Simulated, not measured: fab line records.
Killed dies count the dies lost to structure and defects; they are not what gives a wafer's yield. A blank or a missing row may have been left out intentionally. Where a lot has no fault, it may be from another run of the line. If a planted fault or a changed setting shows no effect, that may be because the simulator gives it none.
The tool behind it: which one? -- flow sky130 -- 10 lots, 30 wafers sampled, at 6 steps of a route of 708

## WHAT THE GAUGES READ, wafer by wafer
SKY_METAL3_CD_MEAS_13 targets a cd of 300 nm. Usual: cd-nm reads 299.8 nm (standard deviation 1.5).
lot,measured,on,cd-nm (nm),flag
L521,day 38 12:49,cd-sem-02,302.9 302.7 303.2,
L526,day 40 11:32,cd-sem-02,299.5 299.8 298.7,
L527,day 40 11:52,cd-sem-02,301.4 299.9 301.0,
L533,day 42 09:56,cd-sem-02,300.3 299.7 299.0,
L535,day 42 22:58,cd-sem-01,300.7 300.8 298.4,
L536,day 43 09:02,cd-sem-01,297.9 299.3 298.9,
L541,day 44 07:52,cd-sem-02,298.1 298.0 298.3,
L542,day 44 12:52,cd-sem-01,301.3 298.2 299.5,
L543,day 44 18:10,cd-sem-01,299.8 298.7 299.7,
L544,day 45 02:16,cd-sem-01,301.7 302.3 302.0,

SKY_VIA3_RS_MEAS_22: measurement is done with a four-point probe. Usual: for VIA3_W_RS the level is 0.295 ohm/sq and the standard deviation is 0.0033.
lot,measured,on,VIA3_W_RS (ohm/sq),flag
L521,day 39 16:21,film-metro-01,0.296 0.292 0.293,
L526,day 41 14:45,film-metro-04,0.302 0.295 0.300,
L527,day 41 15:12,film-metro-01,0.297 0.291 0.296,
L533,day 43 11:22,film-metro-01,0.370 0.374 0.299,OFF
L535,day 44 01:05,film-metro-02,0.298 0.372 0.296,OFF
L536,day 44 09:58,film-metro-02,0.296 0.373 0.294,OFF
L541,day 45 08:48,film-metro-04,0.300 0.295 0.299,
L542,day 45 14:35,film-metro-02,0.294 0.297 0.293,
L543,day 45 18:30,film-metro-04,0.291 0.294 0.294,
L544,day 46 02:15,film-metro-01,0.295 0.295 0.293,

SKY_VIA3_THK_MEAS_23: measures by xrf. Usual: for VIA3_W_THK the level is 414 nm and the standard deviation is 4.7.
lot,measured,on,VIA3_W_THK (nm),flag
L521,day 39 16:28,film-metro-01,417 423 421,
L526,day 41 14:52,film-metro-04,411 416 409,
L527,day 41 15:19,film-metro-01,414 420 415,
L533,day 43 11:28,film-metro-01,326 324 411,OFF
L535,day 44 01:13,film-metro-02,405 323 409,OFF
L536,day 44 10:04,film-metro-02,410 322 413,OFF
L541,day 45 08:55,film-metro-04,413 418 412,
L542,day 45 14:43,film-metro-02,409 406 413,
L543,day 45 18:36,film-metro-04,421 421 420,
L544,day 46 02:21,film-metro-01,412 412 418,

## WHICH TOOL RAN EACH LOT (tool, then ch and the chambers of the sampled wafers, then the start)
lot,SKY_METAL3_METAL_ETCH_18,SKY_VIA3_STRIP_16,SKY_VIA3_CVD_21
L521,"rie-metal-03 ch 0, day 38 13:07","plasma-asher-03 ch 0,1, day 39 15:34","cvd-w-01 ch 0,1, day 39 16:14"
L526,"rie-metal-03 ch 0,1, day 40 11:49","plasma-asher-02 ch 0, day 41 13:55","cvd-w-02 ch 0,1, day 41 14:37"
L527,"rie-metal-01 ch 0,1, day 40 12:10","plasma-asher-03 ch 0,1, day 41 14:26","cvd-w-02 ch 0,1, day 41 15:05"
L533,"rie-metal-03 ch 0,1, day 42 10:16","plasma-asher-02 ch 0,1, day 43 10:34","cvd-w-02 ch 0,1, day 43 11:13"
L535,"rie-metal-03 ch 0,1, day 42 23:16","plasma-asher-02 ch 0,1, day 44 00:17","cvd-w-02 ch 0,1, day 44 00:58"
L536,"rie-metal-01 ch 0,1, day 43 09:19","plasma-asher-03 ch 0,1, day 44 09:10","cvd-w-02 ch 0,1, day 44 09:49"
L541,"rie-metal-01 ch 0,1, day 44 08:19","plasma-asher-03 ch 0,1, day 45 08:01","cvd-w-01 ch 0,1, day 45 08:41"
L542,"rie-metal-04 ch 1, day 44 13:10","plasma-asher-01 ch 0,1, day 45 13:49","cvd-w-01 ch 0,1, day 45 14:28"
L543,"rie-metal-03 ch 0,1, day 44 18:37","plasma-asher-02 ch 0,1, day 45 17:43","cvd-w-01 ch 0,1, day 45 18:22"
L544,"rie-metal-04 ch 0,1, day 45 02:37","plasma-asher-03 ch 0,1, day 46 01:28","cvd-w-01 ch 0,1, day 46 02:08"
- SKY_METAL3_METAL_ETCH_18: etches the open film in Cl2/BCl3, stops on SiO2, target depth 845 nm, time 183.1 s.
- SKY_VIA3_STRIP_16: strips in O2/N2.
- SKY_VIA3_CVD_21: deposits W, target thk 390 nm, time 117.31 s.

## AS READ BY THE TOOLS THEMSELVES (means over the sampled wafers that have a number; for cases with no such wafer, the mark the record gives instead)
SKY_METAL3_METAL_ETCH_18. Usual: chamber-pressure-mTorr 9.999 mTorr, standard deviation 0.011; drypump-motor-current-A 5.3 A, standard deviation 0.32; mfc-cl2-sccm 60.00 sccm, standard deviation 0.17; oes-product-au 0.865 a.u., standard deviation 0.0056; throttle-valve-pct 22.264 %, standard deviation 0.0098.
lot,tool,chamber-pressure-mTorr (mTorr),drypump-motor-current-A (A),mfc-cl2-sccm (sccm),oes-product-au (a.u.),throttle-valve-pct (%),flag
L521,rie-metal-03,10.006,5.1,60.09,0.860,22.268,
L526,rie-metal-03,9.996,5.4,60.12,0.857,22.269,
L527,rie-metal-01,9.997,5.3,60.17,0.864,22.271,
L533,rie-metal-03,9.994,5.4,60.01,0.871,22.247,
L535,rie-metal-03,10.000,5.7,60.01,0.861,22.257,
L536,rie-metal-01,9.980,5.3,60.02,0.872,22.263,
L541,rie-metal-01,9.993,5.3,59.97,0.860,22.267,
L542,rie-metal-04,9.993,4.9,59.78,0.870,22.252,
L543,rie-metal-03,10.010,5.5,59.95,0.857,22.260,
L544,rie-metal-04,9.999,5.2,60.04,0.861,22.271,

SKY_VIA3_STRIP_16. Usual: chamber-pressure-mTorr 1500.0 mTorr, standard deviation 1.4; drypump-motor-current-A 5.7 A, standard deviation 0.47; oes-product-au 0.402 a.u., standard deviation 0.0044; strip-time-to-endpoint-s 4.131 s, standard deviation 0.023.
lot,tool,chamber-pressure-mTorr (mTorr),drypump-motor-current-A (A),oes-product-au (a.u.),strip-time-to-endpoint-s (s),flag
L521,plasma-asher-03,1499.7,5.3,0.404,4.147,
L526,plasma-asher-02,1499.6,5.4,0.405,4.146,
L527,plasma-asher-03,1500.0,5.3,0.401,4.126,
L533,plasma-asher-02,1499.1,5.6,0.399,4.106,
L535,plasma-asher-02,1499.4,5.6,0.400,4.121,
L536,plasma-asher-03,1500.6,5.3,0.404,4.112,
L541,plasma-asher-03,1500.0,5.4,0.403,4.115,
L542,plasma-asher-01,1499.6,6.1,0.400,4.118,
L543,plasma-asher-02,1499.0,5.6,0.403,4.162,
L544,plasma-asher-03,1499.6,5.4,0.406,4.119,

SKY_VIA3_CVD_21. Usual: chamber-pressure-Torr 39.97 Torr, standard deviation 0.081; heater-power-w 884 W, standard deviation 55.
lot,tool,chamber-pressure-Torr (Torr),heater-power-w (W),flag
L521,cvd-w-01,40.02,844,
L526,cvd-w-02,39.99,909,
L527,cvd-w-02,40.04,912,
L533,cvd-w-02,30.14,964,OFF
L535,cvd-w-02,34.95,936,OFF
L536,cvd-w-02,34.88,924,OFF
L541,cvd-w-01,39.90,851,
L542,cvd-w-01,39.98,845,
L543,cvd-w-01,39.97,846,
L544,cvd-w-01,39.89,845,

## THE ANSWER, worked out from the rows above alone
Rule: a lot counts as off when the mean over its wafers that have a number is more than 3 standard deviations away from the usual mean. Also off: a lot with no number at a reading for which 4 or more lots have one. Where the step has rows for the other lots, those lots are counted as sound. First the gauges in route order, then the tools' own readings, where a lot's mean is used as printed above. At the first step where some lot is off, the reading lying furthest off is the one used; lots without a number count as furthest.
Off: at SKY_VIA3_RS_MEAS_22 (VIA3_W_RS), L533, L535, L536.
A tool fits if, at a process step before that reading, it ran every lot that is off, and no sound lot after the first of them. Not tried: the gauges at SKY_VIA3_RS_MEAS_22; whatever is off there is also off at SKY_VIA3_CVD_21, on other tools, and gauge error can't account for it. One fits: SKY_VIA3_CVD_21 on cvd-w-02. A fault onset in the window from L527 (day 41 15:05, its last sound lot) to L533 (day 43 11:13, its first lot off) fits.
On the lots that are off, the tool's own readings at SKY_VIA3_CVD_21 differ by more than 5 times the standard deviation of the sound lots' means, which bears it out; chamber-pressure-Torr reads 33.32 Torr there versus 39.97 Torr on the sound lots.

## WHAT HAD BEEN PUT IN BY THE SIMULATOR
cvd-w-02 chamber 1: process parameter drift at SKY_VIA3_CVD_21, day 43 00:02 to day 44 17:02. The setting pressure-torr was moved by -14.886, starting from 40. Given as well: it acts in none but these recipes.
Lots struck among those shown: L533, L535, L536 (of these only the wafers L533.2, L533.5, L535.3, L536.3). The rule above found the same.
